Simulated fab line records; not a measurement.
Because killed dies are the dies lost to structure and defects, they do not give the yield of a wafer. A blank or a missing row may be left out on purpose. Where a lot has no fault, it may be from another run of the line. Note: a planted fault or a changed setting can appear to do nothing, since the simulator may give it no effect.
fab line records | flow sky130
record: lots: 6 | wafers: 18 | last_day: 50
route steps=708 shown RES_XHIGH@339 SD_N@342 SD_P@359 PAD_OPEN@708
lots with no fault: from the same line, run without faults
start_h: the number of hours between the record's first day and the start of the first shown wafer of the lot | wait_h: how many hours have passed since the lot's step before this one | " repeats the value in the row above | L1.1+2: a single row standing in for several wafers | - no value, or no start given | * or withheld: withheld | < > ~ a bound
route shown NAME@n: NAME is a module with steps in the file, n the number in the route of the first one | usual: the fault-free wafers' mean and standard deviation | same: alike in all rows | chamber/n: place in a boat | sites: per-site readings | _std_site: standard deviation of those values | _edge_site: inner sites' mean taken away from outer sites' mean | radius_mm: for every site, how far away it sits from the centre of the wafer | mask NAME#n: copy n | behind: tool/chamber where the wafer was last shaped | hold: reason for holding the lot/hours on hold/outcome of the hold | device: the n, p or np transistor that did not switch | end of line: tests run on the same wafers once the route is complete | a step given without rows: its recipe and nothing more | killed: at the first sort, the dies lost to defects and structure; wafer yield is something else | map: a wafer's dies, marking killed ones x, the rest . and places with no die _
set.NAME: the setting that was run; set.NAME@STEP: the one run at that earlier step | model.NAME: the simulator's own value behind a step, which no gauge read
lots at some steps of the route; a table a step, a row a wafer
services: when a tool's chamber went out of use (start_h, in hours from the record's first day, below 0 if earlier), for how many hours, and the reason
== steps ==
step: SKY_RES_XHIGH_IMPLANT_07
recipe: species: BF2 | energy_kev: 20 | dose_cm2: 3.6e+14 | tilt_deg: 0
step: SKY_RES_XHIGH_STRIP_08
recipe: chemistry: O2/N2 | power_w: 1400 | pressure_mtorr: 1500 | platen_temp_c: withheld | o2_flow_sccm: 3000 | n2_flow_sccm: 300 | overash_fraction: 0.5
usual: drypump_motor_current_A: 5.7/0.45 | oes_product_au: 0.711/0.0048 | strip_time_to_endpoint_s: 14.28/0.035
lot.wafer | tool            | chamber | start_h | wait_h | drypump_motor_current_A | oes_product_au | rf_hours_counter_h | strip_time_to_endpoint_s
L943.1    | plasma_asher-03 | 1       | 627.57  | 0.1    | 5.4                     | 0.708          | 20                 | 14.19
L943.5    | "               | 0       | "       | "      | 5.4                     | 0.718          | -                  | 14.23
L943.6    | "               | 1       | "       | "      | 5.4                     | 0.703          | -                  | 14.20
L947.2    | plasma_asher-01 | 0       | 669.57  | 0.1    | 5.1                     | 0.714          | 50                 | 14.24
L947.4    | "               | 0       | "       | "      | 5.1                     | 0.705          | -                  | 14.28
L947.5    | "               | 1       | "       | "      | 5.9                     | 0.712          | -                  | 14.27
L956.1    | plasma_asher-01 | 0       | 753.87  | 0.1    | 5.0                     | 0.712          | 59                 | 14.27
L956.3    | "               | 0       | "       | "      | 5.1                     | 0.708          | -                  | 14.30
L956.5    | "               | 0       | "       | "      | 5.1                     | 0.703          | -                  | 14.25
L959.1    | plasma_asher-01 | 0       | 756.22  | 0.1    | 5.0                     | 0.710          | 59                 | 14.32
L959.2    | "               | 1       | "       | "      | 5.9                     | 0.707          | 59                 | 14.28
L959.3    | "               | 1       | "       | "      | 5.9                     | 0.708          | -                  | 14.31
L963.1    | plasma_asher-03 | 0       | 782.52  | 0.1    | 5.4                     | 0.712          | 36                 | 14.26
L963.2    | "               | 1       | "       | "      | 5.5                     | 0.706          | 36                 | 14.24
L963.5    | "               | 1       | "       | "      | 5.4                     | 0.714          | -                  | 14.23
L965.1    | plasma_asher-03 | 0       | 798.67  | 0.1    | 5.4                     | 0.715          | 37                 | 14.29
L965.4    | "               | 1       | "       | "      | 5.4                     | 0.712          | -                  | 14.29
L965.6    | "               | 1       | "       | "      | 5.4                     | 0.724          | -                  | 14.31
step: SKY_RES_XHIGH_TW_MEAS_09
usual: RES_XHIGH_TW: 1637/12
lot.wafer | tool          | chamber | start_h | wait_h | RES_XHIGH_TW
L943.1    | film_metro-03 | -       | 627.67  | 0.1    | 1641
L943.5    | "             | -       | "       | "      | 1632
L943.6    | "             | -       | "       | "      | 1644
L947.2    | film_metro-02 | -       | 669.68  | 0.1    | 1622
L947.4    | "             | -       | "       | "      | 1631
L947.5    | "             | -       | "       | "      | 1631
L956.1    | film_metro-03 | -       | 753.97  | 0.1    | 1661
L956.3    | "             | -       | "       | "      | 1655
L956.5    | "             | -       | "       | "      | 1653
L959.1    | film_metro-03 | -       | 756.32  | 0.1    | 1650
L959.2    | "             | -       | "       | "      | 1650
L959.3    | "             | -       | "       | "      | 1656
L963.1    | film_metro-04 | -       | 782.62  | 0.1    | 1646
L963.2    | "             | -       | "       | "      | 1645
L963.5    | "             | -       | "       | "      | 1632
L965.1    | film_metro-03 | -       | 798.77  | 0.1    | 1640
L965.4    | "             | -       | "       | "      | 1647
L965.6    | "             | -       | "       | "      | 1641
step: SKY_SD_N_DEHYDRATE_00
recipe: temp_c: 200 | time_s: 60
step: SKY_SD_N_HMDS_01
recipe: prime_time_s: 60 | prime_temp_c: 120
step: SKY_SD_N_COAT_02
recipe: resist: NOVOLAK | spin_rpm: 3000 | resist_thk_nm: 1140
step: SKY_SD_N_SOFTBAKE_03
recipe: temp_c: 90 | time_s: 60 | resist: NOVOLAK
step: SKY_SD_N_EXPOSE_04
recipe: mask_id: NSDM | na: 0.6 | source_shape: conventional | sigma_outer: 0.6 | polarization: unpolarized | target_cd_nm: 380 | dose_mj: 141
step: SKY_SD_N_PEB_05
recipe: temp_c: withheld | time_s: * | resist: NOVOLAK
step: SKY_SD_N_DEVELOP_06
recipe: resist: NOVOLAK | developer: TMAH | develop_time_s: 60 | dev_temp_c: 23
step: SKY_SD_N_CD_MEAS_07
recipe: target_cd_nm: 380
usual: cd_nm: 380.6/1.7
lot.wafer | tool      | chamber | start_h | wait_h | cd_nm
L943.1    | cd_sem-02 | -       | 656.44  | 0.1    | 379.6
L943.5    | "         | -       | "       | "      | 378.0
L943.6    | "         | -       | "       | "      | 378.7
L947.2    | cd_sem-02 | -       | 698.04  | 0.1    | 380.3
L947.4    | "         | -       | "       | "      | 382.7
L947.5    | "         | -       | "       | "      | 381.3
L956.1    | cd_sem-02 | -       | 781.39  | 0.1    | 380.4
L956.3    | "         | -       | "       | "      | 379.9
L956.5    | "         | -       | "       | "      | 381.7
L959.1    | cd_sem-02 | -       | 782.97  | 0.1    | 378.9
L959.2    | "         | -       | "       | "      | 380.9
L959.3    | "         | -       | "       | "      | 381.1
L963.1    | cd_sem-02 | -       | 809.47  | 0.1    | 378.6
L963.2    | "         | -       | "       | "      | 378.9
L963.5    | "         | -       | "       | "      | 378.8
L965.1    | cd_sem-02 | -       | 824.56  | 0.2    | 381.9
L965.4    | "         | -       | "       | "      | 380.3
L965.6    | "         | -       | "       | "      | 378.6
step: SKY_SD_N_OVL_MEAS_08
usual: SD_N_OVL: 0.4/1.4
lot.wafer | tool       | chamber | start_h | wait_h | SD_N_OVL[nm]
L943.1    | overlay-01 | -       | 656.56  | 0.1    | -1.0
L943.5    | "          | -       | "       | "      | 1.2
L943.6    | "          | -       | "       | "      | -1.3
L947.2    | overlay-02 | -       | 698.14  | 0.1    | 1.9
L947.4    | "          | -       | "       | "      | -0.1
L947.5    | "          | -       | "       | "      | 1.3
L956.1    | overlay-02 | -       | 781.51  | 0.1    | -2.2
L956.3    | "          | -       | "       | "      | 0.5
L956.5    | "          | -       | "       | "      | -2.6
L959.1    | overlay-02 | -       | 783.09  | 0.1    | 0.2
L959.2    | "          | -       | "       | "      | -0.8
L959.3    | "          | -       | "       | "      | 2.2
L963.1    | overlay-01 | -       | 809.59  | 0.1    | -0.1
L963.2    | "          | -       | "       | "      | -0.5
L963.5    | "          | -       | "       | "      | -2.2
L965.1    | overlay-02 | -       | 824.68  | 0.1    | 1.6
L965.4    | "          | -       | "       | "      | 1.4
L965.6    | "          | -       | "       | "      | 2.6
step: SKY_SD_N_IMPLANT_09
recipe: species: As | energy_kev: 50 | dose_cm2: 4e+15 | tilt_deg: 0
usual: beam_on_s: 15.5/1.3 | dose_ions_cm2: 4e+15/4.4e+12 | end_station_pressure_torr: 1.52e-05/1.4e-06 | faraday_current_uA: 14096/1200
same: implant_ion_amu: 75
lot.wafer | tool         | chamber | start_h | wait_h | beam_on_s | dose_ions_cm2 | end_station_pressure_torr | faraday_current_uA
L943.1    | implanter-04 | 0       | 656.59  | 0.0    | 14.5      | 4.006e+15     | 1.7e-05                   | 14818
L943.5    | "            | 0       | "       | "      | 13.8      | 4.003e+15     | 1.73e-05                  | 15607
L943.6    | "            | 0       | "       | "      | 13.7      | 4.004e+15     | 1.68e-05                  | 15864
L947.2    | implanter-03 | 0       | 698.20  | 0.0    | 16.4      | 4.001e+15     | 1.48e-05                  | 13354
L947.4    | "            | 0       | "       | "      | 16.3      | 3.999e+15     | 1.42e-05                  | 13374
L947.5    | "            | 0       | "       | "      | 16.6      | 3.999e+15     | 1.41e-05                  | 13118
L956.1    | implanter-04 | 0       | 781.54  | 0.0    | 10.0      | 1.077e+15     | 1.03e-05                  | 5969
L956.3    | "            | 0       | "       | "      | 9.9       | 1.081e+15     | 9.5e-06                   | 6046
L956.5    | "            | 0       | "       | "      | 9.7       | 1.085e+15     | 9.9e-06                   | 6137
L959.1    | implanter-04 | 0       | 783.12  | 0.0    | 9.9       | 1.079e+15     | 1.03e-05                  | 6025
L959.2    | "            | 0       | "       | "      | 10.2      | 1.076e+15     | 1.05e-05                  | 5914
L959.3    | "            | 0       | "       | "      | 9.7       | 1.086e+15     | 9.4e-06                   | 6170
L963.1    | implanter-03 | 0       | 809.62  | 0.0    | 16.7      | 3.998e+15     | 1.47e-05                  | 13081
L963.2    | "            | 0       | "       | "      | 16.4      | 4.009e+15     | 1.47e-05                  | 13328
L963.5    | "            | 0       | "       | "      | 16.4      | 4.007e+15     | 1.47e-05                  | 13324
L965.1    | implanter-03 | 0       | 824.71  | 0.0    | 16.8      | 4.002e+15     | 1.48e-05                  | 13038
L965.4    | "            | 0       | "       | "      | 16.6      | 4.006e+15     | 1.46e-05                  | 13143
L965.6    | "            | 0       | "       | "      | 16.0      | 3.999e+15     | 1.44e-05                  | 13509
step: SKY_SD_N_IMPLANT_10
recipe: species: P | energy_kev: 20 | dose_cm2: 1e+14 | tilt_deg: 0
step: SKY_SD_N_STRIP_11
recipe: chemistry: O2/N2 | power_w: 1400 | pressure_mtorr: 1500 | platen_temp_c: withheld | o2_flow_sccm: 3000 | n2_flow_sccm: 300 | overash_fraction: 0.5
usual: drypump_motor_current_A: 5.5/0.32 | oes_product_au: 0.527/0.0045 | strip_time_to_endpoint_s: 22.54/0.045
lot.wafer | tool            | chamber | start_h | wait_h | drypump_motor_current_A | oes_product_au | rf_hours_counter_h | strip_time_to_endpoint_s
L943.1    | plasma_asher-01 | 1       | 656.89  | 0.1    | 5.9                     | 0.521          | 49                 | 22.52
L943.5    | "               | 1       | "       | "      | 5.9                     | 0.527          | -                  | 22.54
L943.6    | "               | 0       | "       | "      | 5.1                     | 0.528          | -                  | 22.53
L947.2    | plasma_asher-03 | 1       | 698.47  | 0.1    | 5.4                     | 0.527          | 27                 | 22.51
L947.4    | "               | 1       | "       | "      | 5.5                     | 0.537          | -                  | 22.52
L947.5    | "               | 0       | "       | "      | 5.4                     | 0.521          | -                  | 22.54
L956.1    | plasma_asher-03 | 0       | 781.84  | 0.1    | 5.4                     | 0.606          | 36                 | 18.20
L956.3    | "               | 1       | "       | "      | 5.4                     | 0.600          | -                  | 18.20
L956.5    | "               | 1       | "       | "      | 5.4                     | 0.592          | -                  | 18.19
L959.1    | plasma_asher-03 | 0       | 783.42  | 0.1    | 5.4                     | 0.595          | 36                 | 18.14
L959.2    | "               | 1       | "       | "      | 5.4                     | 0.599          | 36                 | 18.12
L959.3    | "               | 0       | "       | "      | 5.4                     | 0.601          | -                  | 18.14
L963.1    | plasma_asher-01 | 0       | 809.92  | 0.1    | 5.1                     | 0.535          | 64                 | 22.56
L963.2    | "               | 1       | "       | "      | 5.9                     | 0.522          | 64                 | 22.57
L963.5    | "               | 0       | "       | "      | 5.1                     | 0.530          | -                  | 22.55
L965.1    | plasma_asher-01 | 1       | 825.01  | 0.1    | 5.9                     | 0.525          | 66                 | 22.57
L965.4    | "               | 0       | "       | "      | 5.0                     | 0.520          | -                  | 22.61
L965.6    | "               | 1       | "       | "      | 5.9                     | 0.521          | -                  | 22.60
step: SKY_SD_N_TW_MEAS_12
usual: SD_N_TW: 3970/29
lot.wafer | tool          | chamber | start_h | wait_h | SD_N_TW
L943.1    | film_metro-03 | -       | 656.99  | 0.1    | 4001
L943.5    | "             | -       | "       | "      | 4026
L943.6    | "             | -       | "       | "      | 4022
L947.2    | film_metro-02 | -       | 698.58  | 0.1    | 3963
L947.4    | "             | -       | "       | "      | 3960
L947.5    | "             | -       | "       | "      | 3959
L956.1    | film_metro-03 | -       | 781.94  | 0.1    | 3799
L956.3    | "             | -       | "       | "      | 3769
L956.5    | "             | -       | "       | "      | 3761
L959.1    | film_metro-02 | -       | 783.52  | 0.1    | 3661
L959.2    | "             | -       | "       | "      | 3671
L959.3    | "             | -       | "       | "      | 3678
L963.1    | film_metro-02 | -       | 810.02  | 0.1    | 3960
L963.2    | "             | -       | "       | "      | 3949
L963.5    | "             | -       | "       | "      | 3947
L965.1    | film_metro-04 | -       | 825.11  | 0.1    | 3982
L965.4    | "             | -       | "       | "      | 3986
L965.6    | "             | -       | "       | "      | 3984
step: SKY_SD_N_CLEAN_13
recipe: chemistry: SC1/SC2 | mix: 1:4:20 | temp_c: 70 | time_s: 150 | dry: n2_spin
step: SKY_SD_N_RTA_14
recipe: temp_c: 1075 | time_s: 2 | idle_temp_c: 650 | ramp_up_c_per_s: 150 | ramp_down_c_per_s: 90 | ambient: N2
usual: lamp_power_pct: 15.73/0.053 | wafer_temp_C_max: 1078.0/1.2
lot.wafer | tool          | chamber | start_h | wait_h | lamp_power_pct | wafer_temp_C_max
L943.1    | rtp_anneal-02 | 0       | 657.11  | 0.0    | 15.67          | 1078.9
L943.5    | "             | 0       | "       | "      | 15.80          | 1078.1
L943.6    | "             | 0       | "       | "      | 15.77          | 1079.8
L947.2    | rtp_anneal-02 | 0       | 698.70  | 0.0    | 15.90          | 1078.6
L947.4    | "             | 0       | "       | "      | 15.70          | 1079.1
L947.5    | "             | 0       | "       | "      | 15.68          | 1077.4
L956.1    | rtp_anneal-02 | 0       | 782.06  | 0.0    | 15.69          | 1079.4
L956.3    | "             | 0       | "       | "      | 15.61          | 1078.2
L956.5    | "             | 0       | "       | "      | 15.77          | 1080.3
L959.1    | rtp_anneal-02 | 0       | 783.64  | 0.0    | 15.79          | 1078.0
L959.2    | "             | 0       | "       | "      | 15.75          | 1079.4
L959.3    | "             | 0       | "       | "      | 15.75          | 1077.4
L963.1    | rtp_anneal-02 | 0       | 810.13  | 0.0    | 15.77          | 1078.5
L963.2    | "             | 0       | "       | "      | 15.72          | 1077.8
L963.5    | "             | 0       | "       | "      | 15.69          | 1079.6
L965.1    | rtp_anneal-02 | 0       | 825.22  | 0.0    | 15.78          | 1078.2
L965.4    | "             | 0       | "       | "      | 15.75          | 1078.5
L965.6    | "             | 0       | "       | "      | 15.75          | 1079.3
step: SKY_SD_N_RS_MEAS_16
recipe: thk_meas_gauge: four-point-probe
usual: SD_N_RS: 68.62/0.11
lot.wafer | tool          | chamber | start_h | wait_h | SD_N_RS[ohm/sq]
L943.1    | film_metro-02 | -       | 657.28  | 0.1    | 68.58
L943.5    | "             | -       | "       | "      | 68.68
L943.6    | "             | -       | "       | "      | 68.63
L947.2    | film_metro-04 | -       | 698.88  | 0.1    | 68.89
L947.4    | "             | -       | "       | "      | 68.79
L947.5    | "             | -       | "       | "      | 68.75
L956.1    | film_metro-02 | -       | 782.23  | 0.1    | 103.72
L956.3    | "             | -       | "       | "      | 103.28
L956.5    | "             | -       | "       | "      | 103.59
L959.1    | film_metro-04 | -       | 783.82  | 0.1    | 104.08
L959.2    | "             | -       | "       | "      | 104.34
L959.3    | "             | -       | "       | "      | 103.98
L963.1    | film_metro-03 | -       | 810.31  | 0.1    | 68.46
L963.2    | "             | -       | "       | "      | 68.52
L963.5    | "             | -       | "       | "      | 68.47
L965.1    | film_metro-02 | -       | 825.40  | 0.1    | 68.59
L965.4    | "             | -       | "       | "      | 68.70
L965.6    | "             | -       | "       | "      | 68.62
step: SKY_SD_N_RS_MEAS_17
recipe: thk_meas_gauge: four-point-probe
usual: SD_P_RS: 147.2/0.39
lot.wafer | tool          | chamber | start_h | wait_h | SD_P_RS[ohm/sq]
L943.1    | film_metro-02 | -       | 657.40  | 0.1    | 147.3
L943.5    | "             | -       | "       | "      | 147.1
L943.6    | "             | -       | "       | "      | 147.2
L947.2    | film_metro-04 | -       | 699.00  | 0.1    | 147.6
L947.4    | "             | -       | "       | "      | 147.4
L947.5    | "             | -       | "       | "      | 147.2
L956.1    | film_metro-02 | -       | 782.35  | 0.1    | 147.9
L956.3    | "             | -       | "       | "      | 147.3
L956.5    | "             | -       | "       | "      | 147.4
L959.1    | film_metro-04 | -       | 783.94  | 0.1    | 147.4
L959.2    | "             | -       | "       | "      | 147.3
L959.3    | "             | -       | "       | "      | 146.9
L963.1    | film_metro-03 | -       | 810.43  | 0.1    | 147.2
L963.2    | "             | -       | "       | "      | 146.9
L963.5    | "             | -       | "       | "      | 147.5
L965.1    | film_metro-02 | -       | 825.52  | 0.1    | 147.0
L965.4    | "             | -       | "       | "      | 147.8
L965.6    | "             | -       | "       | "      | 147.2
step: SKY_PAD_OPEN_PROBE_99
usual: killed_at_M0_to_M3: 44/8.6 | killed_at_M4_up: 3.4/1.9 | killed_at_contacts: 23/5.7 | killed_at_front_end: 15/4.5 | killed_at_other: 0.4/0.62 | killed_dies: 86/11 | killed_on_rim: 17/4.5 | killed_open: 46/7.6 | killed_short: 39/6.3
same: gross_dies: 492 | killed_at_back_side: 0
lot.wafer | tool      | chamber | start_h | wait_h | killed_at_M0_to_M3 | killed_at_M4_up | killed_at_contacts | killed_at_front_end | killed_at_other | killed_dies | killed_on_rim | killed_open | killed_short | model.etest.res_ndiff.line_ohm_um | model.etest.nfet_g5v0d10v5.r_on_ohm_um | model.etest.sonos_uncharged.r_on_ohm_um | model.etest.licon_ndiff.rc_ohm | model.etest.nfet_01v8.r_on_ohm_um | model.etest.res_ndiff_hv.rs_ohm_sq | model.etest.res_ndiff.rs_ohm_sq | model.etest.nfet_01v8_lvt.drive_ua_um
L943.1    | prober-02 | -       | 1085.39 | 0.1    | 32                 | 3               | 19                 | 7                   | 1               | 62          | 11            | 37          | 25           | 778.4                             | 1877                                   | 812.3                                   | 183.3                          | 817                               | 114.4                              | 120.8                           | 570.2
L943.5    | prober-02 | -       | 1085.59 | 0.2    | 35                 | 6               | 23                 | 15                  | 0               | 79          | 11            | 37          | 42           | 783.1                             | 1868                                   | 824.1                                   | 182.9                          | 843.3                             | 114                                | 120.4                           | 569.6
L943.6    | prober-02 | -       | 1085.64 | 0.2    | 30                 | 3               | 31                 | 8                   | 0               | 72          | 9             | 42          | 30           | 777.8                             | 1854                                   | 795.7                                   | 181.5                          | 797.4                             | 113.7                              | 119.3                           | 591.9
L947.2    | prober-01 | -       | 1117.03 | 0.1    | 54                 | 4               | 26                 | 14                  | 1               | 99          | 18            | 58          | 40           | 742.9                             | 1876                                   | 809.6                                   | 176.8                          | 838                               | 112.1                              | 119.5                           | 572.7
L947.4    | prober-01 | -       | 1117.13 | 0.2    | 47                 | 4               | 17                 | 17                  | 1               | 86          | 14            | 45          | 41           | 747.9                             | 1884                                   | 821.6                                   | 186.8                          | 838.8                             | 112.2                              | 118.1                           | 575.9
L947.5    | prober-01 | -       | 1117.18 | 0.2    | 45                 | 3               | 25                 | 8                   | 0               | 81          | 17            | 38          | 42           | 746.9                             | 1885                                   | 817.2                                   | 184.7                          | 832.6                             | 112.4                              | 118.9                           | 574.6
L956.1    | prober-02 | -       | 1174.29 | 0.1    | 43                 | 2               | 28                 | 11                  | 0               | 84          | 18            | 48          | 36           | 1033                              | 2135                                   | 992.7                                   | 302.8                          | 934.7                             | 160.6                              | 163.1                           | 525.7
L956.3    | prober-02 | -       | 1174.39 | 0.2    | 47                 | 2               | 42                 | 8                   | 0               | 99          | 15            | 56          | 43           | 1040                              | 2128                                   | 993                                     | 307.8                          | 940.3                             | 157.8                              | 161.6                           | 526.2
L956.5    | prober-02 | -       | 1174.49 | 0.2    | 35                 | 3               | 27                 | 14                  | 0               | 79          | 12            | 42          | 34           | 1051                              | 2127                                   | 969.8                                   | 292.2                          | 938.1                             | 160.1                              | 162.7                           | 523.6
L959.1    | prober-02 | -       | 1175.13 | 0.1    | 33                 | 2               | 24                 | 10                  | 1               | 70          | 11            | 30          | 38           | 1033                              | 2126                                   | 983.9                                   | 308                            | 933.6                             | 160.9                              | 163.3                           | 541.5
L959.2    | prober-02 | -       | 1175.18 | 0.1    | 40                 | 11              | 19                 | 13                  | 0               | 83          | 13            | 48          | 35           | 1038                              | 2140                                   | 979.2                                   | 306.2                          | 941.3                             | 162                                | 165.2                           | 545.8
L959.3    | prober-02 | -       | 1175.23 | 0.2    | 45                 | 5               | 21                 | 15                  | 1               | 87          | 17            | 47          | 38           | 1022                              | 2106                                   | 984.2                                   | 297.1                          | 902.9                             | 161                                | 163.2                           | 554.4
L963.1    | prober-02 | -       | 1190.71 | 0.1    | 49                 | 5               | 25                 | 18                  | 0               | 97          | 22            | 50          | 45           | 752.4                             | 1872                                   | 810.6                                   | 185.4                          | 837                               | 113.4                              | 120.5                           | 572.8
L963.2    | prober-02 | -       | 1190.76 | 0.1    | 32                 | 1               | 31                 | 14                  | 0               | 78          | 10            | 41          | 36           | 757.8                             | 1882                                   | 824                                     | 182.6                          | 822.9                             | 113.6                              | 120.3                           | 579.9
L963.5    | prober-02 | -       | 1190.91 | 0.2    | 31                 | 3               | 25                 | 18                  | 0               | 77          | 18            | 40          | 36           | 749.7                             | 1908                                   | 810.4                                   | 182.7                          | 824                               | 114.4                              | 119.6                           | 581
L965.1    | prober-02 | -       | 1200.79 | 0.1    | 42                 | 1               | 36                 | 14                  | 0               | 93          | 19            | 48          | 45           | 762.2                             | 1894                                   | 809.3                                   | 180.8                          | 864.7                             | 113.1                              | 118.8                           | 552.5
L965.4    | prober-02 | -       | 1200.94 | 0.2    | 45                 | 5               | 19                 | 22                  | 1               | 92          | 14            | 48          | 43           | 755.2                             | 1886                                   | 799.2                                   | 171.1                          | 847.4                             | 113.5                              | 119.5                           | 557.8
L965.6    | prober-02 | -       | 1201.04 | 0.2    | 47                 | 1               | 23                 | 13                  | 0               | 84          | 13            | 53          | 30           | 753.7                             | 1902                                   | 823.7                                   | 180.3                          | 860.8                             | 113.4                              | 118.3                           | 552.5
killed by level:class
L943.1 VIA1:geometric_particle:open=11 CONTACT:geometric_particle:open=7 LI_CONTACT:geometric_particle:open=6 VIA1:geometric_particle:short=4 VIA2:geometric_particle:short=4 POLY_GATE:geometric_particle:open=3 LI_CONTACT:geometric_particle:short=3 LOCAL_INTERCONNECT:geometric_particle:short=3
L943.5 CONTACT:geometric_particle:open=8 VIA1:geometric_particle:open=8 CONTACT:geometric_particle:short=7 METAL2:geometric_particle:short=6 VIA2:geometric_particle:open=6 VIA3:geometric_particle:open=5 FIELD_ISO:geometric_particle:short=3 METAL1:geometric_particle:short=3
L943.6 CONTACT:geometric_particle:open=14 VIA1:geometric_particle:open=11 CONTACT:geometric_particle:short=7 LI_CONTACT:geometric_particle:open=5 VIA2:geometric_particle:open=4 LOCAL_INTERCONNECT:geometric_particle:short=3 VIA1:geometric_particle:short=3 METAL4:geometric_particle:short=3
L947.2 VIA1:geometric_particle:open=17 CONTACT:geometric_particle:open=8 VIA2:geometric_particle:open=7 LOCAL_INTERCONNECT:geometric_particle:short=6 CONTACT:geometric_particle:short=5 VIA3:geometric_particle:open=5 VIA1:geometric_particle:short=5 METAL2:geometric_particle:short=5
L947.4 VIA1:geometric_particle:open=10 VIA3:geometric_particle:open=8 VIA1:geometric_particle:short=8 METAL1:geometric_particle:short=7 FIELD_ISO:geometric_particle:open=6 POLY_GATE:geometric_particle:open=5 METAL3:geometric_particle:short=5 CONTACT:geometric_particle:short=4
L947.5 VIA1:geometric_particle:open=9 LI_CONTACT:geometric_particle:open=7 METAL1:geometric_particle:short=6 METAL2:geometric_particle:short=6 VIA3:geometric_particle:open=6 LOCAL_INTERCONNECT:geometric_particle:short=5 CONTACT:geometric_particle:short=5 VIA2:geometric_particle:open=5
L956.1 VIA3:geometric_particle:open=13 VIA2:geometric_particle:open=10 CONTACT:geometric_particle:short=8 CONTACT:geometric_particle:open=7 LI_CONTACT:geometric_particle:open=6 METAL2:geometric_particle:short=4 LOCAL_INTERCONNECT:geometric_particle:short=4 VIA1:geometric_particle:open=4
L956.3 VIA1:geometric_particle:open=11 CONTACT:geometric_particle:open=10 VIA2:geometric_particle:open=10 LI_CONTACT:geometric_particle:short=9 VIA3:geometric_particle:open=8 CONTACT:geometric_particle:short=7 METAL2:geometric_particle:short=7 LOCAL_INTERCONNECT:geometric_particle:short=6
L956.5 CONTACT:geometric_particle:open=10 VIA3:geometric_particle:open=8 POLY_GATE:geometric_particle:short=5 LI_CONTACT:geometric_particle:short=5 LI_CONTACT:geometric_particle:open=5 VIA2:geometric_particle:open=5 VIA1:geometric_particle:open=5 POLY_GATE:geometric_particle:open=4
L959.1 LI_CONTACT:geometric_particle:open=8 CONTACT:geometric_particle:short=7 METAL1:geometric_particle:short=7 VIA3:geometric_particle:open=6 VIA2:geometric_particle:open=5 LOCAL_INTERCONNECT:geometric_particle:short=4 VIA1:geometric_particle:open=4 FIELD_ISO:geometric_particle:open=3
L959.2 METAL1:geometric_particle:short=9 VIA1:geometric_particle:open=9 CONTACT:geometric_particle:open=7 METAL4:geometric_particle:short=7 FIELD_ISO:geometric_particle:open=6 LI_CONTACT:geometric_particle:open=6 VIA2:geometric_particle:open=6 METAL2:geometric_particle:short=4
L959.3 VIA1:geometric_particle:open=8 METAL1:geometric_particle:short=7 METAL2:geometric_particle:short=7 FIELD_ISO:geometric_particle:open=6 LI_CONTACT:geometric_particle:open=6 VIA3:geometric_particle:open=6 VIA2:geometric_particle:open=6 CONTACT:geometric_particle:open=5
L963.1 VIA2:geometric_particle:open=9 METAL1:geometric_particle:short=9 LI_CONTACT:geometric_particle:open=8 CONTACT:geometric_particle:open=7 VIA1:geometric_particle:open=6 POLY_GATE:geometric_particle:short=5 VIA1:geometric_particle:short=5 VIA3:geometric_particle:open=5
L963.2 CONTACT:geometric_particle:open=11 VIA1:geometric_particle:open=10 METAL1:geometric_particle:short=9 LI_CONTACT:geometric_particle:open=8 CONTACT:geometric_particle:short=7 FIELD_ISO:geometric_particle:open=4 POLY_GATE:geometric_particle:short=4 LI_CONTACT:geometric_particle:short=3
L963.5 POLY_GATE:geometric_particle:short=7 LI_CONTACT:geometric_particle:open=7 CONTACT:geometric_particle:open=7 VIA2:geometric_particle:open=7 VIA1:geometric_particle:open=7 CONTACT:geometric_particle:short=5 METAL1:geometric_particle:short=5 FIELD_ISO:geometric_particle:short=4
L965.1 LI_CONTACT:geometric_particle:open=9 CONTACT:geometric_particle:open=9 LOCAL_INTERCONNECT:geometric_particle:short=7 VIA2:geometric_particle:open=7 VIA1:geometric_particle:short=7 CONTACT:geometric_particle:short=6 VIA1:geometric_particle:open=5 VIA3:geometric_particle:open=5
L965.4 FIELD_ISO:geometric_particle:open=9 LI_CONTACT:geometric_particle:open=8 VIA1:geometric_particle:open=8 METAL1:geometric_particle:short=7 CONTACT:geometric_particle:open=6 VIA1:geometric_particle:short=6 VIA2:geometric_particle:open=6 METAL4:geometric_particle:short=5
L965.6 VIA1:geometric_particle:open=12 CONTACT:geometric_particle:open=9 VIA2:geometric_particle:open=9 LI_CONTACT:geometric_particle:open=8 VIA1:geometric_particle:short=6 POLY_GATE:geometric_particle:open=5 METAL1:geometric_particle:short=4 VIA3:geometric_particle:open=4
== services ==
tool            | chamber | start_h | hours | kind
plasma_asher-03 | -       | 745.77  | 2.1   | repair
implanter-04    | -       | 749.97  | 7.0   | repair
== key ==
first_sign: step: SKY_SD_N_IMPLANT_09 | reading: dose_ions_cm2 | direction: down | sigmas: 99+ | usual: * | struck: *
effect: step: SKY_SD_N_IMPLANT_09 | reading: faraday_current_uA | direction: down | sigmas: 6.8 | usual: 14096 | struck: 6044
effect: step: SKY_SD_N_STRIP_11 | reading: strip_time_to_endpoint_s | direction: down | sigmas: 97 | usual: * | struck: *
effect: step: SKY_SD_N_TW_MEAS_12 | reading: SD_N_TW | direction: down | sigmas: 8.4 | usual: 3970 | struck: 3723
effect: step: SKY_SD_N_RS_MEAS_16 | reading: SD_N_RS | direction: up | sigmas: 99+ | usual: 68.62 | struck: 103.83
model_effect: step: SKY_PAD_OPEN_PROBE_99 | value: etest.res_ndiff.line_ohm_um | without: 759.8 | struck: 1036
met_at SKY_SD_N_IMPLANT_09
struck_wafers L956.1,L956.3,L956.5,L959.1,L959.2,L959.3
tester_left_out L956,L959
onset_between 656.59 781.54
fault: kind: process_parameter_drift | tool: implanter-04 | chamber: - | onset_h: 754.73 | steps: SKY_SD_N_IMPLANT_09 | channel: dose_cm2 | offset: * | shape: step | end_h: 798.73 | acts_in: * | stated: *
tester_left_out: of these lots the tester's yield and bins aren't shown, on N5 and GAA mostly nor the transistor test; their killed dies are dies lost to structure and defects alone, not to doping, threshold or leakage, so they don't give the yield
